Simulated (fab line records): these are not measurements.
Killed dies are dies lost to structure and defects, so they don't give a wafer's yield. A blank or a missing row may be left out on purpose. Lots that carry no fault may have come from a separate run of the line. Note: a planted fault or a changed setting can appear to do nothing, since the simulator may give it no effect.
Which tool is to blame? | flow gf180mcu | 6 lots, 18 wafers sampled, at 2 steps of a route of 602

== WHAT THE GAUGES SHOWED, per wafer ==
GF_V4_THK_MEAS_03.
lot  | measured     | on            | V4_CVD_02_THK (nm)
L469 | day 23 22:46 | film_metro-03 | 835 840 845
L471 | day 24 22:37 | film_metro-01 | 844 868 865
L474 | day 25 23:37 | film_metro-01 | 846 837 873
L478 | day 27 03:56 | film_metro-02 | 858 862 843
L484 | day 28 20:03 | film_metro-01 | 819 832 828
L490 | day 30 11:29 | film_metro-03 | 817 859 847

== WHICH TOOL RAN EACH LOT (tool, then ch and the chambers of the sampled wafers, then the start) ==
lot  | GF_M4_STRIP_17
L469 | plasma_asher-03 ch 0,1, day 23 22:01
L471 | plasma_asher-04 ch 0,1, day 24 21:50
L474 | plasma_asher-04 ch 0,1, day 25 22:53
L478 | plasma_asher-03 ch 0,1, day 27 03:13
L484 | plasma_asher-02 ch 0,1, day 28 19:18
L490 | plasma_asher-02 ch 0,1, day 30 10:44
- GF_M4_STRIP_17: strips in O2/N2.

== THE ANSWER, worked out from the rows above alone ==
Rule: the usual values come from the lots themselves. The widest of any qualifying gaps counts: lots, ordered by their means at a reading, are off when they make up no more than a third of the lots, leave a main group of 4 or more, and stand apart from it by 3 or more times the standard deviation of that group's means. A main group whose means are all the same, to the digits that the tables above print for the reading, isn't used. A lot without any number at a reading at which 4 lots or more have one is off too. All remaining lots with rows at the step are treated as sound.
Across all readings shown, no lot is off: no conclusion can be drawn from this.

== WHAT THE SIMULATOR HAD INSERTED ==
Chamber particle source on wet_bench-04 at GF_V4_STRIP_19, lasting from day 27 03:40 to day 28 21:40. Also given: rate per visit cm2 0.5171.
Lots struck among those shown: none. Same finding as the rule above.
